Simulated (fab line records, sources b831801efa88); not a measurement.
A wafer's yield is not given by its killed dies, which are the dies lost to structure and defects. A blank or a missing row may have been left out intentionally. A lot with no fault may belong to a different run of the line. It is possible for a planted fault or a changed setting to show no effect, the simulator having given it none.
Which tool did it? -- flow sky130 -- 24 lots, 72 wafers sampled, at 5 steps of a route of 708

## WHAT THE GAUGES SHOWED, per wafer
SKY_CAPM_THK_MEAS_04: measures by xrf.
lot,measured,on,CAPM_TIN_THK (nm)
L074,day 36 00:43,film-metro-03,196.9 197.1 195.8
L075,day 36 17:08,film-metro-02,200.9 201.9 199.6
L076,day 37 03:21,film-metro-03,197.4 195.2 196.4
L077,day 37 11:13,film-metro-01,198.9 197.1 198.4
L078,day 37 18:11,film-metro-03,197.1 197.0 198.1
L079,day 38 03:46,film-metro-03,192.9 194.2 193.2
L080,day 38 11:14,film-metro-03,194.4 196.1 197.5
L082,day 39 00:16,film-metro-01,199.7 199.9 200.8
L081,day 39 00:47,film-metro-01,199.0 197.6 199.3
L083,day 39 05:39,film-metro-02,200.3 197.9 195.1
L084,day 39 22:32,film-metro-01,198.7 197.9 198.1
L085,day 39 23:59,film-metro-01,197.3 196.0 195.3
L086,day 40 08:39,film-metro-01,195.4 196.7 194.5
L087,day 40 16:34,film-metro-03,197.7 197.6 196.6
L088,day 40 20:07,film-metro-03,197.0 198.9 198.2
L089,day 41 08:10,film-metro-03,198.7 198.9 199.4
L090,day 41 14:00,film-metro-03,198.1 197.9 196.3
L091,day 41 15:05,film-metro-01,198.6 197.9 197.6
L092,day 41 23:10,film-metro-03,202.2 200.5 199.4
L093,day 42 04:00,film-metro-01,198.2 199.8 202.6
L094,day 42 08:38,film-metro-02,199.2 202.9 198.7
L095,day 42 13:31,film-metro-01,200.6 199.2 198.4
L096,day 42 20:40,film-metro-03,198.3 197.3 198.9
L097,day 43 03:13,film-metro-02,198.9 198.4 201.6

## EACH LOT AND THE TOOL THAT RAN IT (in order: tool; ch and the chambers of the sampled wafers; start)
lot,SKY_CONTACT_SPUTTER_23,SKY_METAL2_SPUTTER_00,SKY_METAL2_SPUTTER_04,SKY_METAL3_SPUTTER_03
L074,"pvd-sputter-04, day 31 05:50","pvd-sputter-02, day 33 15:38","pvd-sputter-02, day 33 15:44","pvd-sputter-03, day 36 00:20"
L075,"pvd-sputter-04, day 31 23:23","pvd-sputter-02, day 34 08:41","pvd-sputter-02, day 34 08:47","pvd-sputter-02, day 36 16:45"
L076,"pvd-sputter-01, day 32 09:46","pvd-sputter-01, day 34 19:17","pvd-sputter-01, day 34 19:23","pvd-sputter-02, day 37 02:58"
L077,"pvd-sputter-04, day 32 17:21","pvd-sputter-02, day 35 03:12","pvd-sputter-02, day 35 03:17","pvd-sputter-02, day 37 10:50"
L078,"pvd-sputter-01, day 33 00:42","pvd-sputter-03, day 35 09:40","pvd-sputter-03, day 35 09:45","pvd-sputter-02, day 37 17:47"
L079,"pvd-sputter-04, day 33 11:04","pvd-sputter-03, day 35 20:07","pvd-sputter-03, day 35 20:13","pvd-sputter-02, day 38 03:22"
L080,"pvd-sputter-02, day 33 18:21","pvd-sputter-02, day 36 03:41","pvd-sputter-02, day 36 03:46","pvd-sputter-02, day 38 10:50"
L082,"pvd-sputter-01, day 34 09:34","pvd-sputter-03, day 36 17:47","pvd-sputter-03, day 36 17:53","pvd-sputter-02, day 38 23:53"
L081,"pvd-sputter-02, day 34 10:12","pvd-sputter-02, day 36 18:10","pvd-sputter-02, day 36 18:16","pvd-sputter-02, day 39 00:22"
L083,"pvd-sputter-01, day 34 14:38","pvd-sputter-01, day 36 22:34","pvd-sputter-01, day 36 22:39","pvd-sputter-02, day 39 05:15"
L084,"pvd-sputter-01, day 35 08:32","pvd-sputter-01, day 37 16:12","pvd-sputter-01, day 37 16:17","pvd-sputter-03, day 39 22:08"
L085,"pvd-sputter-04, day 35 10:46","pvd-sputter-02, day 37 18:54","pvd-sputter-02, day 37 18:59","pvd-sputter-04, day 39 23:36"
L086,"pvd-sputter-04, day 35 18:47","pvd-sputter-03, day 38 03:06","pvd-sputter-03, day 38 03:11","pvd-sputter-02, day 40 08:15"
L087,"pvd-sputter-04, day 36 03:55","pvd-sputter-01, day 38 11:14","pvd-sputter-01, day 38 11:19","pvd-sputter-04, day 40 16:11"
L088,"pvd-sputter-01, day 36 09:12","pvd-sputter-03, day 38 15:55","pvd-sputter-03, day 38 16:00","pvd-sputter-03, day 40 19:44"
L089,"pvd-sputter-02, day 36 20:13","pvd-sputter-02, day 39 03:26","pvd-sputter-02, day 39 03:32","pvd-sputter-02, day 41 07:46"
L090,"pvd-sputter-01, day 37 03:58","pvd-sputter-02, day 39 09:59","pvd-sputter-02, day 39 10:05","pvd-sputter-03, day 41 13:37"
L091,"pvd-sputter-01, day 37 05:22","pvd-sputter-03, day 39 12:03","pvd-sputter-03, day 39 12:08","pvd-sputter-02, day 41 14:41"
L092,"pvd-sputter-04, day 37 14:01","pvd-sputter-01, day 39 19:56","pvd-sputter-01, day 39 20:02","pvd-sputter-04, day 41 22:45"
L093,"pvd-sputter-01, day 37 18:16","pvd-sputter-03, day 40 00:02","pvd-sputter-03, day 40 00:08","pvd-sputter-04, day 42 03:37"
L094,"pvd-sputter-04, day 37 22:48","pvd-sputter-03, day 40 04:31","pvd-sputter-03, day 40 04:37","pvd-sputter-02, day 42 08:16"
L095,"pvd-sputter-01, day 38 03:37","pvd-sputter-02, day 40 10:07","pvd-sputter-02, day 40 10:12","pvd-sputter-02, day 42 13:06"
L096,"pvd-sputter-04, day 38 12:54","pvd-sputter-02, day 40 18:27","pvd-sputter-02, day 40 18:32","pvd-sputter-04, day 42 20:16"
L097,"pvd-sputter-04, day 38 19:50","pvd-sputter-03, day 41 00:01","pvd-sputter-03, day 41 00:07","pvd-sputter-02, day 43 02:50"
- SKY_CONTACT_SPUTTER_23: material TiN, target thk 20 nm, time 80 s.
- SKY_METAL2_SPUTTER_00: material Ti, target thk 15 nm, time 10 s.
- SKY_METAL2_SPUTTER_04: material TiN, target thk 70 nm, time 58.3 s.
- SKY_METAL3_SPUTTER_03: material Ti, target thk 5 nm, time 3.3 s.

## AS READ BY THE TOOLS THEMSELVES (means over the sampled wafers that have a number; for cases with no such wafer, the mark the record gives instead)
SKY_CONTACT_SPUTTER_23.
lot,tool,throttle-valve-pct (%)
L074,pvd-sputter-04,29.5
L075,pvd-sputter-04,29.7
L076,pvd-sputter-01,30.5
L077,pvd-sputter-04,29.3
L078,pvd-sputter-01,30.7
L079,pvd-sputter-04,29.4
L080,pvd-sputter-02,29.0
L082,pvd-sputter-01,30.8
L081,pvd-sputter-02,28.9
L083,pvd-sputter-01,30.7
L084,pvd-sputter-01,30.8
L085,pvd-sputter-04,29.5
L086,pvd-sputter-04,29.4
L087,pvd-sputter-04,29.6
L088,pvd-sputter-01,30.5
L089,pvd-sputter-02,28.9
L090,pvd-sputter-01,30.8
L091,pvd-sputter-01,30.4
L092,pvd-sputter-04,28.9
L093,pvd-sputter-01,30.7
L094,pvd-sputter-04,29.5
L095,pvd-sputter-01,30.4
L096,pvd-sputter-04,29.4
L097,pvd-sputter-04,29.9

SKY_METAL2_SPUTTER_00.
lot,tool,throttle-valve-pct (%)
L074,pvd-sputter-02,29.4
L075,pvd-sputter-02,29.0
L076,pvd-sputter-01,30.8
L077,pvd-sputter-02,29.0
L078,pvd-sputter-03,30.8
L079,pvd-sputter-03,31.1
L080,pvd-sputter-02,28.8
L082,pvd-sputter-03,29.8
L081,pvd-sputter-02,29.4
L083,pvd-sputter-01,31.1
L084,pvd-sputter-01,30.4
L085,pvd-sputter-02,28.8
L086,pvd-sputter-03,30.0
L087,pvd-sputter-01,30.5
L088,pvd-sputter-03,29.8
L089,pvd-sputter-02,28.7
L090,pvd-sputter-02,29.4
L091,pvd-sputter-03,30.6
L092,pvd-sputter-01,30.3
L093,pvd-sputter-03,30.5
L094,pvd-sputter-03,30.3
L095,pvd-sputter-02,28.7
L096,pvd-sputter-02,28.9
L097,pvd-sputter-03,30.7

SKY_METAL2_SPUTTER_04.
lot,tool,throttle-valve-pct (%)
L074,pvd-sputter-02,29.5
L075,pvd-sputter-02,28.8
L076,pvd-sputter-01,30.8
L077,pvd-sputter-02,28.9
L078,pvd-sputter-03,30.7
L079,pvd-sputter-03,31.1
L080,pvd-sputter-02,28.7
L082,pvd-sputter-03,30.0
L081,pvd-sputter-02,29.5
L083,pvd-sputter-01,31.2
L084,pvd-sputter-01,30.3
L085,pvd-sputter-02,28.8
L086,pvd-sputter-03,29.8
L087,pvd-sputter-01,30.3
L088,pvd-sputter-03,29.9
L089,pvd-sputter-02,28.7
L090,pvd-sputter-02,29.7
L091,pvd-sputter-03,30.2
L092,pvd-sputter-01,30.3
L093,pvd-sputter-03,30.5
L094,pvd-sputter-03,30.5
L095,pvd-sputter-02,28.8
L096,pvd-sputter-02,28.9
L097,pvd-sputter-03,30.8

SKY_METAL3_SPUTTER_03.
lot,tool,throttle-valve-pct (%)
L074,pvd-sputter-03,31.1
L075,pvd-sputter-02,29.0
L076,pvd-sputter-02,29.5
L077,pvd-sputter-02,29.5
L078,pvd-sputter-02,29.1
L079,pvd-sputter-02,28.7
L080,pvd-sputter-02,28.9
L082,pvd-sputter-02,29.0
L081,pvd-sputter-02,29.5
L083,pvd-sputter-02,29.0
L084,pvd-sputter-03,30.9
L085,pvd-sputter-04,29.4
L086,pvd-sputter-02,28.8
L087,pvd-sputter-04,28.9
L088,pvd-sputter-03,30.0
L089,pvd-sputter-02,29.4
L090,pvd-sputter-03,29.9
L091,pvd-sputter-02,29.0
L092,pvd-sputter-04,29.6
L093,pvd-sputter-04,29.4
L094,pvd-sputter-02,29.7
L095,pvd-sputter-02,28.6
L096,pvd-sputter-04,29.2
L097,pvd-sputter-02,28.9

## THE ANSWER, worked out from the rows above alone
Rule: the usual values come from the lots themselves. The widest of any qualifying gaps counts: lots, ordered by their means at a reading, are off when they make up no more than a third of the lots, leave a main group of 4 or more, and stand apart from it by 3 or more times the standard deviation of that group's means. A main group is skipped when, at the precision printed for the reading in the tables above, its means are all equal. Also off: a lot with no number at a reading for which 4 or more lots have one. The other lots that the step has rows for count as sound. The gauges are gone through in route order, then the tools' own readings, and for those a lot's mean is taken as printed above. The first step at which some lot is off is used, and at that step the reading that is off furthest; a lot without a number counts as furthest.
Nothing can be told from this: no lot is off at any reading shown.

## WHAT THE SIMULATOR PUT IN
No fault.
